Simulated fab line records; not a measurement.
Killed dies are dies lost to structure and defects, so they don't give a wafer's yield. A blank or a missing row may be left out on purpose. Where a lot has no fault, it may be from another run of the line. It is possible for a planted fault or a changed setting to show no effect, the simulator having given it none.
Matching of chambers / flow sky130 / SKY_VIA1_CMP_02 on cmp-01: 4 sister chambers
The step polishes SiO2. 8 wafers are shown with their chamber, then 8 later ones without.

## WAFERS, EACH WITH ITS CHAMBER
wafer=L314.1; chamber=3; motor_current_A (A)=10.3; slurry_flow_ml_min=149.0
wafer=L315.4; chamber=3; motor_current_A (A)=9.9; slurry_flow_ml_min=149.9
wafer=L317.4; chamber=0; motor_current_A (A)=13.1; slurry_flow_ml_min=150.0
wafer=L317.5; chamber=1; motor_current_A (A)=11.0; slurry_flow_ml_min=150.2
wafer=L318.2; chamber=1; motor_current_A (A)=11.3; slurry_flow_ml_min=150.1
wafer=L318.4; chamber=2; motor_current_A (A)=12.4; slurry_flow_ml_min=149.9
wafer=L318.6; chamber=0; motor_current_A (A)=12.4; slurry_flow_ml_min=150.3
wafer=L319.1; chamber=2; motor_current_A (A)=12.2; slurry_flow_ml_min=150.2

## WAFERS WITH NO CHAMBER GIVEN
wafer=L319.2; motor_current_A (A)=11.6; slurry_flow_ml_min=150.7
wafer=L319.4; motor_current_A (A)=9.3; slurry_flow_ml_min=149.9
wafer=L321.2; motor_current_A (A)=9.5; slurry_flow_ml_min=148.5
wafer=L321.3; motor_current_A (A)=13.3; slurry_flow_ml_min=149.7
wafer=L321.5; motor_current_A (A)=12.8; slurry_flow_ml_min=149.7
wafer=L324.2; motor_current_A (A)=11.9; slurry_flow_ml_min=149.6
wafer=L324.3; motor_current_A (A)=13.1; slurry_flow_ml_min=150.6
wafer=L324.4; motor_current_A (A)=12.9; slurry_flow_ml_min=149.8

## THE CHAMBER EACH PASSED THROUGH
wafer=L319.2; from the rows above=can't be placed: 1 or 2 or 0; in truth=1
wafer=L319.4; from the rows above=3; in truth=3
wafer=L321.2; from the rows above=3; in truth=3
wafer=L321.3; from the rows above=can't be placed: 0 or 2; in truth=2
wafer=L321.5; from the rows above=can't be placed: 0 or 2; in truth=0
wafer=L324.2; from the rows above=can't be placed: 2 or 1 or 0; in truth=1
wafer=L324.3; from the rows above=can't be placed: 0 or 2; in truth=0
wafer=L324.4; from the rows above=can't be placed: 0 or 2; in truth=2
Correctly placed: 2 of 8. Can't be placed from these rows: 6 (the true chamber is among the candidates in 6). Number placed wrongly: 0.
How it was worked out, from the rows above alone: a wafer's distance from a chamber is the root of the sum, over the readings, of the square of ((its reading less the chamber's mean) divided by the reading's scatter). If the next closest chamber is less than 2 further off than the closest, the wafer can't be placed; otherwise it belongs to the closest. For every chamber, the mean is computed from those of its wafers that are shown. The scatter: the root of (the sum of the squares of (reading less its chamber's mean) over the shown wafers, divided by (wafers less chambers)).
